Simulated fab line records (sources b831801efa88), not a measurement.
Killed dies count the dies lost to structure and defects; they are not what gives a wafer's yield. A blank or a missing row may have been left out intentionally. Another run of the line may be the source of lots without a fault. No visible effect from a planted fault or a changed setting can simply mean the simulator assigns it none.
fab line records    flow sky130
record lots=6  wafers=18  lastDay=50
route steps=708 shown VT_ADJUST_PCH@152 SONOS_TUNNEL@154 SONOS_ONO@168 GATE_OXIDE@187 PAD_OPEN@708
lots that met no fault: taken from a fault-free run of the same line
startH: start of the lot's first displayed wafer, in hours after the record's first day    waitH: hours elapsed since this lot's preceding step    " repeats the value in the row above    L1.1+2: several wafers, shown together as one row    - either no value or no given start    * or withheld: withheld    < > ~ a bound
route shown NAME@n: a module of which the file shows steps, and the number in the route of the first    usual: average and standard deviation across the fault-free wafers    same: alike in all rows    chamber/n: place in a boat    sites: per-site readings    _std_site: standard deviation of those values    _edge_site: outer sites' mean less inner sites'    radiusMm: how far each site lies from the wafer's centre    mask NAME#n: copy n    behind: the last tool/chamber to shape the wafer    hold: why the lot was held/for how many hours/how that ended    device: which transistor (n, p or np) failed to switch    end of line: tests of these same wafers at the route's end    where a step has no rows: the recipe by itself    killed: at the first sort, the dies lost to defects and structure; wafer yield is something else    map: dies across one wafer; x = killed, . = not, _ = none there
set.NAME: the run value of the setting; set.NAME@STEP: its run value at that earlier step    model.NAME: the simulator's own value behind a step, which no gauge read
lots at selected steps of the route; one table per step, one row per wafer
services: the hour from which a tool's chamber was out of use, counted from the record's first day as startH (under 0 if before that day), plus the number of hours and why
## steps
# step SKY_VT_ADJUST_PCH_STRIP_09
# recipe chemistry=O2/N2  powerW=1400  pressureMtorr=1500  platenTempC=withheld  o2FlowSccm=3000  n2FlowSccm=300  overashFraction=0.5
# usual drypumpMotorCurrentA=5.64/0.21  oesProductAu=0.723/0.0046  stripTimeToEndpointS=36.94/0.1
# same overashFraction=0.5
lot.wafer  tool            chamber  startH  waitH  drypumpMotorCurrentA  oesProductAu  rfHoursCounterH  stripTimeToEndpointS
L112.1     plasmaAsher-01  0        230.63  0.1    5.45                  0.723         11               36.95
L112.4     "               1        "       "      5.47                  0.718         -                36.96
L112.6     "               1        "       "      5.48                  0.720         -                36.99
L115.2     plasmaAsher-03  0        252.31  0.1    5.99                  0.731         56               37.07
L115.3     "               0        "       "      5.97                  0.723         -                37.03
L115.4     "               1        "       "      5.91                  0.727         -                36.88
L116.1     plasmaAsher-02  1        261.68  0.1    5.48                  0.716         55               37.00
L116.4     "               1        "       "      5.48                  0.716         -                37.02
L116.5     "               0        "       "      5.59                  0.724         -                37.13
L125.1     plasmaAsher-01  0        347.93  0.1    5.43                  0.726         22               37.11
L125.3     "               1        "       "      5.45                  0.717         -                37.00
L125.4     "               0        "       "      5.45                  0.722         -                37.01
L126.2     plasmaAsher-03  0        354.96  0.1    5.96                  0.719         65               37.05
L126.4     "               1        "       "      5.92                  0.726         -                36.90
L126.6     "               0        "       "      5.97                  0.722         -                37.00
L132.1     plasmaAsher-01  1        387.78  0.1    5.47                  0.721         26               36.82
L132.3     "               1        "       "      5.51                  0.723         -                36.82
L132.5     "               1        "       "      5.48                  0.717         -                36.83
# step SKY_VT_ADJUST_PCH_TW_MEAS_10
# usual VT_ADJUST_PCH_TW=142.0/1.4
lot.wafer  tool          chamber  startH  waitH  VT_ADJUST_PCH_TW
L112.1     filmMetro-04  -        230.73  0.1    142.8
L112.4     "             -        "       "      142.6
L112.6     "             -        "       "      142.7
L115.2     filmMetro-04  -        252.42  0.1    143.9
L115.3     "             -        "       "      144.5
L115.4     "             -        "       "      144.4
L116.1     filmMetro-02  -        261.78  0.1    141.9
L116.4     "             -        "       "      141.9
L116.5     "             -        "       "      141.8
L125.1     filmMetro-04  -        348.03  0.1    143.8
L125.3     "             -        "       "      143.9
L125.4     "             -        "       "      142.9
L126.2     filmMetro-02  -        355.07  0.1    142.2
L126.4     "             -        "       "      142.3
L126.6     "             -        "       "      140.8
L132.1     filmMetro-02  -        387.88  0.1    141.8
L132.3     "             -        "       "      142.1
L132.5     "             -        "       "      141.8
# step SKY_SONOS_TUNNEL_DEHYDRATE_00
# recipe tempC=200  timeS=60
# step SKY_SONOS_TUNNEL_HMDS_01
# recipe primeTimeS=60  primeTempC=120
# step SKY_SONOS_TUNNEL_COAT_02
# recipe resist=NOVOLAK  spinRpm=3000  resistThkNm=1140
# step SKY_SONOS_TUNNEL_SOFTBAKE_03
# recipe tempC=90  timeS=60  resist=NOVOLAK
# step SKY_SONOS_TUNNEL_EXPOSE_04
# recipe maskId=TUNM  na=0.6  sourceShape=conventional  sigmaOuter=0.6  polarization=unpolarized  targetCdNm=410  doseMj=136
# step SKY_SONOS_TUNNEL_PEB_05
# recipe tempC=withheld  timeS=*  resist=NOVOLAK
# step SKY_SONOS_TUNNEL_DEVELOP_06
# recipe resist=NOVOLAK  developer=TMAH  developTimeS=60  devTempC=23.73
# step SKY_SONOS_TUNNEL_CD_MEAS_07
# recipe targetCdNm=410
# usual cdNm=410.1/2.4
lot.wafer  tool      chamber  startH  waitH  cdNm
L112.1     cdSem-01  -        254.18  0.1    406.3
L112.4     "         -        "       "      405.2
L112.6     "         -        "       "      405.3
L115.2     cdSem-01  -        276.11  0.1    408.4
L115.3     "         -        "       "      406.6
L115.4     "         -        "       "      406.8
L116.1     cdSem-01  -        285.40  0.1    413.2
L116.4     "         -        "       "      412.3
L116.5     "         -        "       "      412.9
L125.1     cdSem-02  -        376.05  0.1    405.5
L125.3     "         -        "       "      407.6
L125.4     "         -        "       "      410.6
L126.2     cdSem-02  -        383.17  0.1    411.1
L126.4     "         -        "       "      410.4
L126.6     "         -        "       "      408.8
L132.1     cdSem-01  -        417.03  0.1    405.7
L132.3     "         -        "       "      408.7
L132.5     "         -        "       "      409.8
# step SKY_SONOS_TUNNEL_OVL_MEAS_08
# usual SONOS_TUNNEL_OVL=-0.5/1
lot.wafer  tool        chamber  startH  waitH  SONOS_TUNNEL_OVL[nm]
L112.1     overlay-02  -        254.30  0.1    -0.5
L112.4     "           -        "       "      0.1
L112.6     "           -        "       "      -0.5
L115.2     overlay-02  -        276.22  0.1    -0.2
L115.3     "           -        "       "      -1.1
L115.4     "           -        "       "      -0.5
L116.1     overlay-02  -        285.52  0.1    -0.3
L116.4     "           -        "       "      0.9
L116.5     "           -        "       "      0.2
L125.1     overlay-02  -        376.17  0.1    1.4
L125.3     "           -        "       "      0.4
L125.4     "           -        "       "      -0.1
L126.2     overlay-01  -        383.27  0.1    0.3
L126.4     "           -        "       "      0.4
L126.6     "           -        "       "      1.9
L132.1     overlay-02  -        417.15  0.1    -1.0
L132.3     "           -        "       "      0.4
L132.5     "           -        "       "      -0.6
# step SKY_SONOS_TUNNEL_IMPLANT_09
# recipe species=B  energyKev=20  doseCm2=1e+12  tiltDeg=withheld
# step SKY_SONOS_TUNNEL_WET_ETCH_10
# recipe chemistry=dHF  targetDepthNm=14  target=SiO2  dilution=100:1  tempC=25  timeS=280
lot.wafer   tool         chamber  startH  waitH
L112.1+4+6  wetBench-02  3        254.48  0.1
L115.2+3+4  wetBench-04  1        276.40  0.1
L116.1+4+5  wetBench-02  3        285.70  0.1
L125.1+3+4  wetBench-02  0        376.35  0.1
L126.2+4+6  wetBench-02  2        383.45  0.1
L132.1+3+5  wetBench-03  0        417.33  0.1
# step SKY_SONOS_TUNNEL_STRIP_11
# recipe chemistry=SPM  timeS=600  tempC=130
# step SKY_SONOS_TUNNEL_TW_MEAS_12
# usual SONOS_TUNNEL_TW=197.8/1.9
lot.wafer  tool          chamber  startH  waitH  SONOS_TUNNEL_TW
L112.1     filmMetro-04  -        254.74  0.0    201.1
L112.4     "             -        "       "      200.9
L112.6     "             -        "       "      199.8
L115.2     filmMetro-02  -        276.69  0.0    197.4
L115.3     "             -        "       "      198.6
L115.4     "             -        "       "      198.2
L116.1     filmMetro-02  -        285.97  0.0    198.5
L116.4     "             -        "       "      197.4
L116.5     "             -        "       "      198.8
L125.1     filmMetro-03  -        376.70  0.0    196.1
L125.3     "             -        "       "      195.5
L125.4     "             -        "       "      196.0
L126.2     filmMetro-03  -        383.73  0.0    195.7
L126.4     "             -        "       "      196.2
L126.6     "             -        "       "      196.1
L132.1     filmMetro-03  -        417.61  0.0    195.0
L132.3     "             -        "       "      194.0
L132.5     "             -        "       "      194.8
# step SKY_SONOS_TUNNEL_CLEAN_13
# recipe chemistry=dHF  timeS=20  dilution=100:1  dry=ipaMarangoni
# step SKY_SONOS_ONO_OXIDATION_00
# recipe tempC=800  ambient=O2  idleTempC=700  rampUpCPerMin=10  rampDownCPerMin=3  stabiliseS=600  purgeS=300  targetThkA=26  oxTimeS=1249
# step SKY_SONOS_ONO_THK_MEAS_01
# recipe reads=SiO2_of_SONOS_ONO_OXIDATION_00
# usual SONOS_ONO_OXIDATION_THK=2.60/0.055
lot.wafer  tool          chamber  startH  waitH  SONOS_ONO_OXIDATION_THK[nm]
L112.1     filmMetro-03  -        256.19  0.0    2.55
L112.4     "             -        "       "      2.52
L112.6     "             -        "       "      2.57
L115.2     filmMetro-01  -        278.63  0.0    2.66
L115.3     "             -        "       "      2.58
L115.4     "             -        "       "      2.64
L116.1     filmMetro-02  -        288.33  0.0    2.61
L116.4     "             -        "       "      2.66
L116.5     "             -        "       "      2.60
L125.1     filmMetro-01  -        378.57  0.0    2.66
L125.3     "             -        "       "      2.64
L125.4     "             -        "       "      2.68
L126.2     filmMetro-03  -        385.44  0.0    2.54
L126.4     "             -        "       "      2.60
L126.6     "             -        "       "      2.69
L132.1     filmMetro-01  -        419.03  0.0    2.58
L132.3     "             -        "       "      2.48
L132.5     "             -        "       "      2.60
# step SKY_SONOS_ONO_CVD_02
# recipe material=Si3N4  precursor=DCS/NH3  targetThkNm=10.5  tempC=770  timeS=180  pressureMtorr=250
# step SKY_SONOS_ONO_THK_MEAS_03
# recipe reads=Si3N4_of_SONOS_ONO_CVD_02
# usual SONOS_ONO_CVD_02_THK=10.53/0.14
lot.wafer  tool          chamber  startH  waitH  SONOS_ONO_CVD_02_THK[nm]
L112.1     filmMetro-02  -        257.30  0.0    10.47
L112.4     "             -        "       "      10.29
L112.6     "             -        "       "      10.53
L115.2     filmMetro-02  -        281.38  0.0    10.58
L115.3     "             -        "       "      10.60
L115.4     "             -        "       "      10.47
L116.1     filmMetro-03  -        289.95  0.0    10.67
L116.4     "             -        "       "      10.79
L116.5     "             -        "       "      10.60
L125.1     filmMetro-03  -        381.48  0.0    10.46
L125.3     "             -        "       "      10.56
L125.4     "             -        "       "      10.53
L126.2     filmMetro-01  -        387.33  0.0    10.38
L126.4     "             -        "       "      10.47
L126.6     "             -        "       "      10.43
L132.1     filmMetro-03  -        420.14  0.0    10.47
L132.3     "             -        "       "      10.55
L132.5     "             -        "       "      10.49
# step SKY_SONOS_ONO_CVD_04
# recipe material=SiO2  precursor=SiH4/N2O  targetThkNm=5.7199  tempC=900  pressureMtorr=400
# step SKY_SONOS_ONO_THK_MEAS_05
# recipe reads=SiO2_of_SONOS_ONO_CVD_04
# usual SONOS_ONO_CVD_04_THK=5.67/0.12
lot.wafer  tool          chamber  startH  waitH  SONOS_ONO_CVD_04_THK[nm]
L112.1     filmMetro-03  -        258.61  0.0    5.42
L112.4     "             -        "       "      5.49
L112.6     "             -        "       "      5.41
L115.2     filmMetro-03  -        282.69  0.0    5.58
L115.3     "             -        "       "      5.67
L115.4     "             -        "       "      5.60
L116.1     filmMetro-01  -        291.26  0.0    5.61
L116.4     "             -        "       "      5.59
L116.5     "             -        "       "      5.57
L125.1     filmMetro-02  -        382.79  0.0    5.73
L125.3     "             -        "       "      5.65
L125.4     "             -        "       "      5.76
L126.2     filmMetro-02  -        388.64  0.0    5.72
L126.4     "             -        "       "      5.71
L126.6     "             -        "       "      5.69
L132.1     filmMetro-01  -        421.45  0.0    5.68
L132.3     "             -        "       "      5.71
L132.5     "             -        "       "      5.64
# step SKY_SONOS_ONO_DEHYDRATE_06
# recipe tempC=200  timeS=60
# step SKY_SONOS_ONO_HMDS_07
# recipe primeTimeS=60  primeTempC=120
# step SKY_SONOS_ONO_COAT_08
# recipe resist=NOVOLAK  spinRpm=3000  resistThkNm=1140
# step SKY_SONOS_ONO_SOFTBAKE_09
# recipe tempC=90  timeS=60  resist=NOVOLAK
# step SKY_SONOS_ONO_EXPOSE_10
# recipe maskId=ONOM  targetCdNm=410  na=0.6  sourceShape=conventional  sigmaOuter=0.6  doseMj=150
# step SKY_SONOS_ONO_PEB_11
# recipe tempC=withheld  timeS=*  resist=NOVOLAK
# step SKY_SONOS_ONO_DEVELOP_12
# recipe developTimeS=60  devTempC=23
# step SKY_SONOS_ONO_CD_MEAS_13
# recipe targetCdNm=410
# usual cdNm=410.2/2
lot.wafer  tool      chamber  startH  waitH  cdNm
L112.1     cdSem-01  -        281.54  0.1    406.8
L112.4     "         -        "       "      409.3
L112.6     "         -        "       "      406.8
L115.2     cdSem-02  -        308.31  0.1    412.2
L115.3     "         -        "       "      410.6
L115.4     "         -        "       "      412.2
L116.1     cdSem-01  -        316.85  0.1    409.4
L116.4     "         -        "       "      410.9
L116.5     "         -        "       "      410.4
L125.1     cdSem-02  -        412.19  0.1    413.0
L125.3     "         -        "       "      412.4
L125.4     "         -        "       "      412.9
L126.2     cdSem-02  -        417.46  0.2    411.7
L126.4     "         -        "       "      409.8
L126.6     "         -        "       "      409.0
L132.1     cdSem-02  -        451.79  0.1    408.1
L132.3     "         -        "       "      408.6
L132.5     "         -        "       "      410.3
# step SKY_SONOS_ONO_OVL_MEAS_14
# usual SONOS_ONO_OVL=-0.5/1.4
lot.wafer  tool        chamber  startH  waitH  SONOS_ONO_OVL[nm]
L112.1     overlay-02  -        281.66  0.1    1.3
L112.4     "           -        "       "      0.7
L112.6     "           -        "       "      1.7
L115.2     overlay-02  -        308.42  0.1    -1.5
L115.3     "           -        "       "      -1.9
L115.4     "           -        "       "      -4.2
L116.1     overlay-01  -        316.97  0.1    -3.3
L116.4     "           -        "       "      -2.0
L116.5     "           -        "       "      -2.0
L125.1     overlay-01  -        412.31  0.1    -1.2
L125.3     "           -        "       "      -1.0
L125.4     "           -        "       "      -1.4
L126.2     overlay-02  -        417.56  0.1    -0.3
L126.4     "           -        "       "      -1.3
L126.6     "           -        "       "      0.2
L132.1     overlay-01  -        451.91  0.1    -0.5
L132.3     "           -        "       "      -2.0
L132.5     "           -        "       "      -0.7
# step SKY_SONOS_ONO_ETCH_15
# recipe targetDepthNm=19.52  chemistry=CHF3/O2  sourceW=600  biasW=200  pressureMtorr=40  chf3FlowSccm=50  O2_flow_sccm=5  timeS=7.8
# usual drypumpMotorCurrentA=5.6/0.41  oesProductAu=0.999/0.013  throttleValvePct=8.825/0.0092
lot.wafer  tool        chamber  startH  waitH  drypumpMotorCurrentA  oesProductAu  rfHoursCounterH  throttleValvePct
L112.1     rieDiel-02  2        281.70  0.0    5.4                   1.023         101              8.829
L112.4     "           1        "       "      6.1                   1.008         63               8.836
L112.6     "           0        "       "      6.0                   1.010         -                8.823
L115.2     rieDiel-03  1        308.45  0.0    5.7                   0.991         6                8.827
L115.3     "           3        "       "      5.5                   1.002         48               8.827
L115.4     "           0        "       "      5.9                   1.010         79               8.826
L116.1     rieDiel-03  1        317.00  0.0    5.8                   0.969         6                8.808
L116.4     "           0        "       "      6.0                   1.000         79               8.824
L116.5     "           1        "       "      5.8                   0.976         -                8.820
L125.1     rieDiel-02  3        412.35  0.0    5.4                   1.007         81               8.822
L125.3     "           2        "       "      5.4                   1.021         103              8.833
L125.4     "           0        "       "      6.0                   1.007         6                8.831
L126.2     rieDiel-03  1        417.59  0.0    5.8                   0.975         9                8.811
L126.4     "           0        "       "      5.9                   0.999         -                8.822
L126.6     "           0        "       "      5.9                   0.997         -                8.817
L132.1     rieDiel-03  0        451.94  0.0    5.9                   1.000         82               8.825
L132.3     "           2        "       "      5.5                   0.991         33               8.826
L132.5     "           0        "       "      5.9                   0.999         -                8.809
# step SKY_SONOS_ONO_WET_ETCH_16
# recipe chemistry=dHF  targetDepthNm=14  dry=n2Spin  target=SiO2  dilution=100:1  tempC=25  timeS=280
# step SKY_SONOS_ONO_STRIP_17
# recipe chemistry=O2/N2  powerW=1400  pressureMtorr=1500  platenTempC=withheld  o2FlowSccm=3000  n2FlowSccm=300  overashFraction=0.5
# usual drypumpMotorCurrentA=5.5/0.31  oesProductAu=0.709/0.0047  stripTimeToEndpointS=14.09/0.038
# same overashFraction=0.5
lot.wafer  tool            chamber  startH  waitH  drypumpMotorCurrentA  oesProductAu  rfHoursCounterH  stripTimeToEndpointS
L112.1     plasmaAsher-01  0        281.81  0.0    5.5                   0.709         16               14.07
L112.4     "               1        "       "      5.5                   0.708         -                14.09
L112.6     "               0        "       "      5.5                   0.708         -                14.03
L115.2     plasmaAsher-03  0        308.56  0.0    6.0                   0.710         61               14.03
L115.3     "               1        "       "      5.9                   0.707         -                14.04
L115.4     "               0        "       "      6.0                   0.710         -                14.02
L116.1     plasmaAsher-03  1        317.11  0.0    5.9                   0.710         62               14.14
L116.4     "               1        "       "      5.9                   0.717         -                14.12
L116.5     "               0        "       "      6.0                   0.706         -                14.09
L125.1     plasmaAsher-04  1        412.45  0.0    5.0                   0.705         60               14.10
L125.3     "               1        "       "      5.0                   0.711         -                14.04
L125.4     "               0        "       "      5.3                   0.709         -                14.07
L126.2     plasmaAsher-01  0        417.71  0.0    5.5                   0.716         29               14.10
L126.4     "               0        "       "      5.5                   0.716         -                14.10
L126.6     "               0        "       "      5.5                   0.704         -                14.10
L132.1     plasmaAsher-04  1        452.05  0.0    5.0                   0.706         64               14.08
L132.3     "               1        "       "      5.0                   0.716         -                14.09
L132.5     "               0        "       "      5.3                   0.706         -                14.08
# step SKY_SONOS_ONO_WET_ETCH_18
# recipe chemistry=H3PO4  targetDepthNm=15  target=Si3N4  tempC=160  timeS=172
# step SKY_GATE_OXIDE_CLEAN_00
# recipe chemistry=SC1/SC2  mix=1:4:20  tempC=70  timeS=150  dry=n2Spin
# step SKY_GATE_OXIDE_OXIDATION_01
# recipe tempC=900  ambient=O2  stabiliseS=600  purgeS=300  targetThkA=102.68  oxTimeS=1473
# step SKY_GATE_OXIDE_THK_MEAS_02
# recipe reads=SiO2_of_GATE_OXIDE_OXIDATION_01
# usual GATE_OXIDE_OXIDATION_00_THK=10.23/0.16
lot.wafer  tool          chamber  startH  waitH  GATE_OXIDE_OXIDATION_00_THK[nm]
L112.1     filmMetro-01  -        283.96  0.0    10.47
L112.4     "             -        "       "      10.40
L112.6     "             -        "       "      10.56
L115.2     filmMetro-01  -        310.19  0.0    10.38
L115.3     "             -        "       "      10.35
L115.4     "             -        "       "      10.14
L116.1     filmMetro-03  -        319.78  0.0    9.98
L116.4     "             -        "       "      10.09
L116.5     "             -        "       "      10.14
L125.1     filmMetro-01  -        414.29  0.0    10.15
L125.3     "             -        "       "      10.15
L125.4     "             -        "       "      10.13
L126.2     filmMetro-04  -        420.11  0.0    10.10
L126.4     "             -        "       "      10.22
L126.6     "             -        "       "      9.91
L132.1     filmMetro-03  -        453.67  0.0    10.32
L132.3     "             -        "       "      10.50
L132.5     "             -        "       "      10.48
# step SKY_GATE_OXIDE_DEHYDRATE_03
# recipe tempC=200  timeS=60
# step SKY_GATE_OXIDE_HMDS_04
# recipe primeTimeS=60  primeTempC=120
# step SKY_GATE_OXIDE_COAT_05
# recipe resist=NOVOLAK  spinRpm=3000  resistThkNm=1140
# step SKY_GATE_OXIDE_SOFTBAKE_06
# recipe tempC=90  timeS=60  resist=NOVOLAK
# step SKY_PAD_OPEN_PROBE_99
# usual killed_at_M0_to_M3=42/6.7  killed_at_M4_up=3.4/2  killedAtContacts=24/5.1  killedAtFrontEnd=14/4.2  killedAtOther=0.2/0.49  killedDies=84/8.4  killedOpen=46/7  killedShort=39/5.8
# same grossDies=492  killedAtBackSide=0
lot.wafer  tool       chamber  startH   waitH  killed_at_M0_to_M3  killed_at_M4_up  killedAtContacts  killedAtFrontEnd  killedAtOther  killedDies  killedOpen  killedShort
L112.1     prober-02  -        1083.41  0.1    57                  3                18                12                1              91          53          38
L112.4     prober-02  -        1083.56  0.2    40                  8                22                14                0              84          40          44
L112.6     prober-02  -        1083.66  0.2    39                  6                20                15                0              80          42          38
L125.1     prober-02  -        1170.41  0.1    32                  2                19                72                1              126         33          30
L125.3     prober-02  -        1170.51  0.2    42                  0                19                78                0              139         36          36
L125.4     prober-02  -        1170.56  0.2    45                  2                26                75                0              148         47          43
L126.2     prober-02  -        1175.62  0.1    42                  4                22                51                0              119         38          42
L126.4     prober-02  -        1175.72  0.2    43                  3                16                53                0              115         39          39
L126.6     prober-02  -        1175.82  0.2    34                  9                22                54                0              119         41          33
# killed by level:class
L112.1 VIA2:geometricParticle:open=11 VIA1:geometricParticle:open=9 METAL2:geometricParticle:short=7 LI_CONTACT:geometricParticle:open=6 CONTACT:geometricParticle:open=6 VIA3:geometricParticle:open=6 METAL3:geometricParticle:short=6 VIA2:geometricParticle:short=5
L112.4 CONTACT:geometricParticle:open=7 VIA3:geometricParticle:open=6 VIA1:geometricParticle:open=6 METAL2:geometricParticle:short=6 METAL4:geometricParticle:short=6 LI_CONTACT:geometricParticle:open=5 CONTACT:geometricParticle:short=5 METAL1:geometricParticle:short=5
L112.6 VIA1:geometricParticle:open=10 VIA3:geometricParticle:open=7 LI_CONTACT:geometricParticle:open=5 METAL2:geometricParticle:short=5 FIELD_ISO:geometricParticle:short=4 FIELD_ISO:geometricParticle:open=4 CONTACT:geometricParticle:short=4 CONTACT:geometricParticle:open=4
L125.1 SONOS_TUNNEL:unspecified=63 CONTACT:geometricParticle:open=8 METAL2:geometricParticle:short=7 VIA2:geometricParticle:open=7 VIA3:geometricParticle:open=5 CONTACT:geometricParticle:short=4 METAL3:geometricParticle:short=4 LOCAL_INTERCONNECT:geometricParticle:short=3
L125.3 SONOS_TUNNEL:unspecified=67 VIA1:geometricParticle:open=9 VIA1:geometricParticle:short=8 LI_CONTACT:geometricParticle:open=7 METAL1:geometricParticle:short=6 VIA3:geometricParticle:open=6 CONTACT:geometricParticle:open=5 VIA2:geometricParticle:open=4
L125.4 SONOS_TUNNEL:unspecified=58 VIA1:geometricParticle:open=13 METAL2:geometricParticle:short=9 FIELD_ISO:geometricParticle:short=7 LI_CONTACT:geometricParticle:open=7 CONTACT:geometricParticle:open=7 VIA1:geometricParticle:short=5 POLY_GATE:geometricParticle:open=4
L126.2 SONOS_TUNNEL:unspecified=39 VIA1:geometricParticle:open=9 VIA3:geometricParticle:open=7 CONTACT:geometricParticle:open=7 VIA1:geometricParticle:short=5 CONTACT:geometricParticle:short=5 METAL1:geometricParticle:short=5 FIELD_ISO:geometricParticle:short=4
L126.4 SONOS_TUNNEL:unspecified=37 VIA1:geometricParticle:open=11 FIELD_ISO:geometricParticle:short=7 FIELD_ISO:geometricParticle:open=6 LI_CONTACT:geometricParticle:open=6 VIA3:geometricParticle:short=6 VIA3:geometricParticle:open=6 METAL1:geometricParticle:short=5
L126.6 SONOS_TUNNEL:unspecified=45 VIA3:geometricParticle:open=8 LI_CONTACT:geometricParticle:open=7 CONTACT:geometricParticle:open=7 METAL2:geometricParticle:short=7 VIA2:geometricParticle:open=7 METAL4:geometricParticle:short=6 LOCAL_INTERCONNECT:geometricParticle:short=4
# map L125.4 (x killed, . not)
__________..x...xx.._________
________............x._______
______.....x.x.xxxxx...._____
_____.........xxxxxx.x.x.____
____........xxxxxxxxx..x.x___
___..........xxxxxxxxx..x..__
__........x.x.xxxxxxxx......_
_.....x.x...xxxxxxxxx.......x
_......x..x..xxxxxxxx...xx.x.
_.xxx..xx...x.xxxxxxx.x....x.
_.xx......x..x...x.......x...
_....x......x......xx........
_...x..x......x..x...x.......
_.x.xx......x..x.x...........
_....x.....x........xx.xxx...
__..x...........x...x....x.._
___.x......x...x.........xx__
____xx..xx..x...xx.......x___
_____.......xx......x....____
______x...xx....x..x...._____
________x....x....x..x_______
__________.x........_________
# map L126.2 (x killed, . not)
__________xxxxxxxxx._________
________.xxxxxxxxxxx.._______
______.xxx.xxxxxxxx..x.x_____
_____.....xx.xxxxx..x.x.x____
____......x.x..x.x.x......___
___...x...xx....x.......x..__
__...........x...x.xx...x..._
_..........xx....xx........x.
_...............x..........x.
_.x............x.........x...
_......x..xx...x.xx......x...
_.......x...xx........x...x..
_..x.xxx.........x........x..
_...x...x.x.....x............
_.x.x..xxx.xx...x.........x..
__x..x..x...............x..._
___...x.xx.xx..x..........x__
____.x........x.x.........___
_____.........x..........____
______..x..............._____
________....x...x....._______
__________x...x....._________
## services
tool            chamber  startH  hours  kind
rieDiel-03      3        257.43  15.4   repair
rieDiel-03      -        261.18  4.1    repair
wetBench-04     -        325.50  1.5    repair
plasmaAsher-03  -        333.11  1.4    repair
rieDiel-02      -        336.06  2.8    pm
rieDiel-02      2        351.91  7.0    repair
rieDiel-02      -        358.90  0.4    repair
rieDiel-03      2        403.29  34.9   repair
wetBench-04     -        407.21  0.7    repair
rieDiel-03      3        415.84  3.7    repair
plasmaAsher-03  -        421.25  9.0    pm
plasmaAsher-03  0        421.25  9.0    ventCycle
plasmaAsher-03  1        421.25  9.0    ventCycle
rieDiel-02      2        424.75  -      clean
rieDiel-02      2        424.75  20.6   scheduledDown
rieDiel-02      2        424.75  20.6   ventCycle
plasmaAsher-03  0        430.25  -      clean
plasmaAsher-03  1        430.25  -      clean
plasmaAsher-03  -        433.32  0.5    repair
plasmaAsher-02  -        434.97  38.2   repair
rieDiel-02      0        437.80  6.5    repair
## key
firstSign step=SKY_PAD_OPEN_PROBE_99  reading=killedAtFrontEnd  direction=up  sigmas=12  usual=14  struck=64
effect step=SKY_PAD_OPEN_PROBE_99  reading=killedDies  direction=up  sigmas=5.2  usual=84  struck=128
metAt SKY_SONOS_TUNNEL_WET_ETCH_10
struckWafers L125.1,L125.3,L125.4,L126.2,L126.4,L126.6
testerLeftOut L125,L126
onsetBetween 285.70 376.35
fault kind=chamberParticleSource  tool=wetBench-02  chamber=-  onsetH=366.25  steps=SKY_SONOS_TUNNEL_WET_ETCH_10  ratePerVisitCm2=1.6684  endH=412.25
# testerLeftOut: of these lots the tester's yield and bins aren't shown, on N5 and GAA mostly nor the transistor test; their killed dies are dies lost to structure and defects alone, not to doping, threshold or leakage, so they don't give the yield
